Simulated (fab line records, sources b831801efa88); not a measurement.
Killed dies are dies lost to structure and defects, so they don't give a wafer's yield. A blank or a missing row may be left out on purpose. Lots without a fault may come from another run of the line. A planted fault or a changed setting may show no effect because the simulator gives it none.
Tool commonality check | flow gf180mcu | 14 lots, 42 wafers sampled

WHY IT WAS OPENED
At GF_HV_LDD_THK_MEAS_55 the reading HV_LDD_CVD_54_THK is flagged on 4 of 14 lots. Wafers without a fault read 9.98 nm, standard deviation 0.12.
Rule: a lot is flagged when every wafer of it that has a number lies more than 4 standard deviations from that mean, or none has a number. The other lots count as sound.

lot  | measured     | on            | HV_LDD_CVD_54_THK (nm), wafer by wafer | flag
L461 | day 12 17:49 | film_metro-02 | 9.88 10.20 9.99                        |
L462 | day 12 18:10 | film_metro-02 | 10.01 9.96 9.83                        |
L464 | day 13 16:54 | film_metro-02 | 14.04 14.00 13.96                      | FLAGGED
L465 | day 13 19:18 | film_metro-04 | 14.05 14.04 14.08                      | FLAGGED
L467 | day 14 12:58 | film_metro-04 | 14.11 14.16 14.22                      | FLAGGED
L466 | day 14 12:59 | film_metro-02 | 14.15 14.08 14.22                      | FLAGGED
L474 | day 16 20:28 | film_metro-02 | 10.06 10.04 10.09                      |
L475 | day 17 05:35 | film_metro-04 | 9.84 9.78 9.89                         |
L476 | day 17 07:59 | film_metro-01 | 9.95 9.82 9.96                         |
L477 | day 17 16:29 | film_metro-04 | 9.88 10.04 10.03                       |
L478 | day 18 02:23 | film_metro-02 | 10.04 10.10 10.01                      |
L480 | day 18 17:54 | film_metro-02 | 9.93 10.02 10.08                       |
L481 | day 19 06:18 | film_metro-02 | 9.85 9.94 9.92                         |
L482 | day 19 15:25 | film_metro-02 | 10.15 10.21 10.12                      |
The numbers of the flagged lots are 14.09 nm on average: +4.11 nm against the usual, or +34 standard deviations.

WHICH TOOL RAN EACH LOT
The record holds 1 process step before the reading, out of a route of 602 steps. In each cell: the tool, then ch and the chambers that the sampled wafers went through, then the start.
lot  | flag    | GF_HV_LDD_CVD_54
L461 |         | lpcvd-01 ch 1, day 12 16:46
L462 |         | lpcvd-02 ch 0, day 12 17:08
L464 | FLAGGED | lpcvd-02 ch 1, day 13 15:52
L465 | FLAGGED | lpcvd-02 ch 1, day 13 18:16
L467 | FLAGGED | lpcvd-02 ch 1, day 14 11:56
L466 | FLAGGED | lpcvd-02 ch 1, day 14 11:56
L474 |         | lpcvd-01 ch 0, day 16 19:26
L475 |         | lpcvd-02 ch 1, day 17 04:04
L476 |         | lpcvd-01 ch 1, day 17 06:58
L477 |         | lpcvd-02 ch 1, day 17 14:56
L478 |         | lpcvd-02 ch 1, day 18 00:52
L480 |         | lpcvd-02 ch 0, day 18 16:53
L481 |         | lpcvd-01 ch 1, day 19 04:46
L482 |         | lpcvd-01 ch 0, day 19 14:23
What these steps do:
- GF_HV_LDD_CVD_54: deposits SiO2 from TEOS, target thk 10 nm, time 75 s.
- GF_HV_LDD_THK_MEAS_55

FLAGGED OVER TOTAL, TOOL BY TOOL (the gauges that took the reading come last)
step                  | tool          | lots run | flagged | share of the flagged lots | sound lots run after its first flagged lot
GF_HV_LDD_CVD_54      | lpcvd-01      | 5        | 0       | none                      | -
GF_HV_LDD_CVD_54      | lpcvd-02      | 9        | 4       | all                       | 4 (L475,L477,L478,L480)
GF_HV_LDD_THK_MEAS_55 | film_metro-01 | 1        | 0       | none                      | -
GF_HV_LDD_THK_MEAS_55 | film_metro-02 | 9        | 2       | some                      | 5 (L474,L478,L480,L481,L482)
GF_HV_LDD_THK_MEAS_55 | film_metro-04 | 4        | 2       | some                      | 2 (L475,L477)

WHAT THE TABLE ALLOWS
1 row of the table ran every flagged lot: lpcvd-02 at GF_HV_LDD_CVD_54.
- lpcvd-02 at GF_HV_LDD_CVD_54: 4 of its 9 lots flagged. Sound lots ran on it after the first flagged one (L475, L477, L478, L480), which a lasting fault on the whole tool wouldn't allow. Its own readings lie more than 4 standard deviations out on every wafer of the flagged lots: spike_tc_bottom_C, spike_tc_centre_C, spike_tc_lower_C, spike_tc_top_C, spike_tc_upper_C.
No row of the table ran every flagged lot and no sound lot after the first.

WHAT THE SIMULATOR HAD PUT IN
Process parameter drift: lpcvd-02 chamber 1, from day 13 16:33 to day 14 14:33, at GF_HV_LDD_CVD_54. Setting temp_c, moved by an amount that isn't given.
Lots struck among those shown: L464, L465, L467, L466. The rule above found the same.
